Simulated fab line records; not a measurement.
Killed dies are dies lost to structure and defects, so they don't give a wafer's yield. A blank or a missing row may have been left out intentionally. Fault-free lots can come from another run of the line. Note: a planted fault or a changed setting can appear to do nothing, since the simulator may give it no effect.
A struck lot beside a sound one || flow sky130 || 15 out of 708 route steps
Sound: wafers L896.2, L896.5, L896.6. Struck: wafers L892.3, L892.5, L892.6. The cause comes at the end.
Order at every step that has rows: each side's tool, ch and its chambers, its first start. Under that, the readings that differ: sound wafers || struck wafers || difference of the means || sigmas: that difference in standard deviations of wafers without a fault.
alike: same words and numbers on both sides, and readings whose means sit less than 2 such deviations apart. not compared: any withheld reading, any reading some wafer has no value for, any bound like >300 that may hide the same value, and any number with overlapping values for which the record gives no deviation.
The two part at a step that has a row with sigmas, a row that says differs or no value, or rows on one side only. When numbers do not overlap yet have no deviation, they are printed without sigmas and do not part them. A reading missing from all wafers of one side parts the sides only when that side holds two or more wafers.

SKY_SPACER_ETCHBACK_02: etches Si3N4 in CH3F/O2, stops on SiO2, time 46.7 s, target depth 45 nm.
  sound on rie_diel-01 ch 0,2,3, day 29 19:18; struck on rie_diel-01 ch 2,3, day 28 09:46
  alike: drypump_motor_current_A, oes_product_au, throttle_valve_pct
  not compared: rf_hours_counter_h
then, 8 steps without rows for these wafers: SKY_POLY_CUT_DEHYDRATE_00 (time 60 s); SKY_POLY_CUT_HMDS_01 (prime time 60 s); SKY_POLY_CUT_COAT_02 (resist thk 60 nm); SKY_POLY_CUT_COAT_03 (resist thk 450 nm); SKY_POLY_CUT_SOFTBAKE_04 (time 90 s); SKY_POLY_CUT_EXPOSE_05 (exposes mask NPCM, target cd 270 nm); SKY_POLY_CUT_PEB_06; SKY_POLY_CUT_DEVELOP_07 (develop time 60 s).
SKY_POLY_CUT_CD_MEAS_08 targets a cd of 270 nm.
  struck on cd_sem-01, day 29 13:53; sound on cd_sem-02, day 30 23:25
  alike: cd_nm
SKY_POLY_CUT_OVL_MEAS_09:
  struck on overlay-01, day 29 13:59; sound on overlay-01, day 30 23:32
  alike: POLY_CUT_OVL
SKY_POLY_CUT_ETCH_10: etches BARC in N2/H2, stops on SiO2, time 45.9 s, target depth 60 nm.
  sound on rie_diel-03 ch 0,1, day 30 23:34; struck on rie_diel-04 ch 1,2, day 29 14:01
  alike: bias_w, chamber_pressure_mTorr, drypump_motor_current_A, oes_product_au, throttle_valve_pct
  not compared: rf_hours_counter_h
SKY_POLY_CUT_ETCH_11: etches Si3N4 in CF4/CH2F2/Ar, stops on poly-Si, time 42.5 s, target depth 60 nm.
  sound on rie_diel-03 ch 0,1, day 30 23:36; struck on rie_diel-04 ch 1,2, day 29 14:03
  no value came back on the struck wafers for any of 5 readings (bias_w (W), cf4_flow_sccm (sccm) and others); on the sound wafers bias_w (W) reads 150.2 150.3 150.3
  not compared: rf_hours_counter_h
SKY_POLY_CUT_STRIP_12: strips in O2/N2.
  sound on plasma_asher-04 ch 0,1, day 30 23:38; struck on plasma_asher-02 ch 0,1, day 29 14:07
{"reading": "oes_product_au (a.u.)", "sound": "0.449 0.449 0.441", "struck": "0.458 0.453 0.455", "difference": "+0.009", "sigmas": "+2"}
  alike: drypump_motor_current_A, strip_time_to_endpoint_s
  not compared: rf_hours_counter_h
-- here the record skips 20 days between the struck wafers' starts before and after, leaving off in module POLY_CUT and picking up in module PAD_OPEN (first step shown: number 708 of the route) --
SKY_PAD_OPEN_PROBE_99:
  struck on prober-01, day 49 10:28; sound on prober-02, day 50 06:40
{"reading": "hold", "sound": "- - -", "struck": "await_dispo/3.2h/scrap await_dispo/3.2h/scrap await_dispo/3.2h/scrap", "difference": "no value on the sound wafers", "sigmas": ""}
{"reading": "killed_at_M4_up", "sound": "3 2 3", "struck": "6 11 2", "difference": "+4", "sigmas": "+2"}
{"reading": "killed_at_contacts", "sound": "40 31 34", "struck": "18 20 24", "difference": -14, "sigmas": -3}
{"reading": "killed_at_front_end", "sound": "8 20 12", "struck": "427 419 429", "difference": "+412", "sigmas": "+96"}
{"reading": "killed_dies", "sound": "97 81 94", "struck": "492 492 492", "difference": "+401", "sigmas": "+42"}
{"reading": "killed_on_rim", "sound": "18 13 16", "struck": "96 96 96", "difference": "+80", "sigmas": "+22"}
  alike: killed_at_M0_to_M3, killed_at_other, killed_open, killed_short

## WHERE THEY PART
At SKY_POLY_CUT_ETCH_11 first; at SKY_PAD_OPEN_PROBE_99 last (within this record only).

WHY: what the simulator had put in
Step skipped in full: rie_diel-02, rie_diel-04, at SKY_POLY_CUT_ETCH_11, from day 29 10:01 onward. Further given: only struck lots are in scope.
